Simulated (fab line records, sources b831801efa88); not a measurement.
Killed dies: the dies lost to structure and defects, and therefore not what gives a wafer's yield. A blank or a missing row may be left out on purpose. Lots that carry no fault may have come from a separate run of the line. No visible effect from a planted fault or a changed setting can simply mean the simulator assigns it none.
Matching of chambers / flow sky130 / pecvd-03 running SKY_CAP2M_CVD_00: 3 sister chambers
The step deposits SiO2, target thk 15.5 nm. 18 wafers are shown with their chamber, then 9 later ones without.

## WAFERS PAIRED WITH THEIR CHAMBERS
wafer=L074.1; chamber=0; heaterPowerW (W)=838; heaterPowerOuterW (W)=525; susceptorTempC (C)=400.13
wafer=L074.3; chamber=1; heaterPowerW (W)=534; heaterPowerOuterW (W)=325; susceptorTempC (C)=400.69
wafer=L074.5; chamber=2; heaterPowerW (W)=827; heaterPowerOuterW (W)=521; susceptorTempC (C)=400.21
wafer=L076.2; chamber=1; heaterPowerW (W)=569; heaterPowerOuterW (W)=338; susceptorTempC (C)=399.40
wafer=L076.5; chamber=1; heaterPowerW (W)=553; heaterPowerOuterW (W)=346; susceptorTempC (C)=400.10
wafer=L076.6; chamber=2; heaterPowerW (W)=704; heaterPowerOuterW (W)=450; susceptorTempC (C)=400.00
wafer=L079.2; chamber=1; heaterPowerW (W)=548; heaterPowerOuterW (W)=336; susceptorTempC (C)=400.20
wafer=L079.4; chamber=2; heaterPowerW (W)=748; heaterPowerOuterW (W)=452; susceptorTempC (C)=400.17
wafer=L079.5; chamber=1; heaterPowerW (W)=545; heaterPowerOuterW (W)=330; susceptorTempC (C)=400.55
wafer=L080.2; chamber=2; heaterPowerW (W)=760; heaterPowerOuterW (W)=468; susceptorTempC (C)=400.03
wafer=L080.3; chamber=0; heaterPowerW (W)=767; heaterPowerOuterW (W)=474; susceptorTempC (C)=400.14
wafer=L080.5; chamber=2; heaterPowerW (W)=766; heaterPowerOuterW (W)=481; susceptorTempC (C)=400.12
wafer=L085.2; chamber=0; heaterPowerW (W)=829; heaterPowerOuterW (W)=496; susceptorTempC (C)=399.73
wafer=L085.3; chamber=2; heaterPowerW (W)=809; heaterPowerOuterW (W)=491; susceptorTempC (C)=400.36
wafer=L085.6; chamber=0; heaterPowerW (W)=836; heaterPowerOuterW (W)=506; susceptorTempC (C)=399.93
wafer=L086.2; chamber=0; heaterPowerW (W)=827; heaterPowerOuterW (W)=522; susceptorTempC (C)=400.23
wafer=L086.3; chamber=0; heaterPowerW (W)=840; heaterPowerOuterW (W)=534; susceptorTempC (C)=400.10
wafer=L086.5; chamber=2; heaterPowerW (W)=824; heaterPowerOuterW (W)=503; susceptorTempC (C)=399.65

SIGNATURES (averages over the wafers above)
reading=heaterPowerW; chamber 0=822.83; chamber 1=549.80; chamber 2=776.86; scatter within a chamber=33.5
reading=heaterPowerOuterW; chamber 0=509.50; chamber 1=335.00; chamber 2=480.86; scatter within a chamber=21.4
reading=susceptorTempC; chamber 0=400.0433; chamber 1=400.1880; chamber 2=400.0771; scatter within a chamber=0.314
Rule: distance of a wafer from a chamber = root of the sum over the readings of ((wafer's reading minus chamber's mean) / reading's scatter) squared. The wafer belongs to the nearest chamber; if the next one is less than 2 further off, it can't be placed. The scatter: the root of (the sum of the squares of (reading less its chamber's mean) over the shown wafers, divided by (wafers less chambers)).

## WAFERS WITH NO CHAMBER GIVEN
wafer=L088.1; heaterPowerW (W)=756; heaterPowerOuterW (W)=460; susceptorTempC (C)=399.57
wafer=L088.2; heaterPowerW (W)=714; heaterPowerOuterW (W)=414; susceptorTempC (C)=400.04
wafer=L088.6; heaterPowerW (W)=728; heaterPowerOuterW (W)=448; susceptorTempC (C)=399.85
wafer=L092.2; heaterPowerW (W)=510; heaterPowerOuterW (W)=309; susceptorTempC (C)=399.91
wafer=L092.3; heaterPowerW (W)=736; heaterPowerOuterW (W)=450; susceptorTempC (C)=399.90
wafer=L092.6; heaterPowerW (W)=509; heaterPowerOuterW (W)=315; susceptorTempC (C)=400.56
wafer=L097.2; heaterPowerW (W)=789; heaterPowerOuterW (W)=490; susceptorTempC (C)=400.11
wafer=L097.4; heaterPowerW (W)=820; heaterPowerOuterW (W)=490; susceptorTempC (C)=399.79
wafer=L097.5; heaterPowerW (W)=537; heaterPowerOuterW (W)=350; susceptorTempC (C)=400.04

## CHAMBER TAKEN BY EACH
wafer=L088.1; from the rows above=can't be placed: 2 or 0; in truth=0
wafer=L088.2; from the rows above=can't be placed: 2 or 0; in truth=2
wafer=L088.6; from the rows above=can't be placed: 2 or 0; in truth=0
wafer=L092.2; from the rows above=1; in truth=1
wafer=L092.3; from the rows above=can't be placed: 2 or 0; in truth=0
wafer=L092.6; from the rows above=1; in truth=1
wafer=L097.2; from the rows above=can't be placed: 2 or 0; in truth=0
wafer=L097.4; from the rows above=can't be placed: 0 or 2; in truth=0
wafer=L097.5; from the rows above=1; in truth=1
Correctly placed: 3 of 9. Cannot be placed on the basis of these rows: 6; the candidates contain the true chamber in 6. Number placed wrongly: 0.
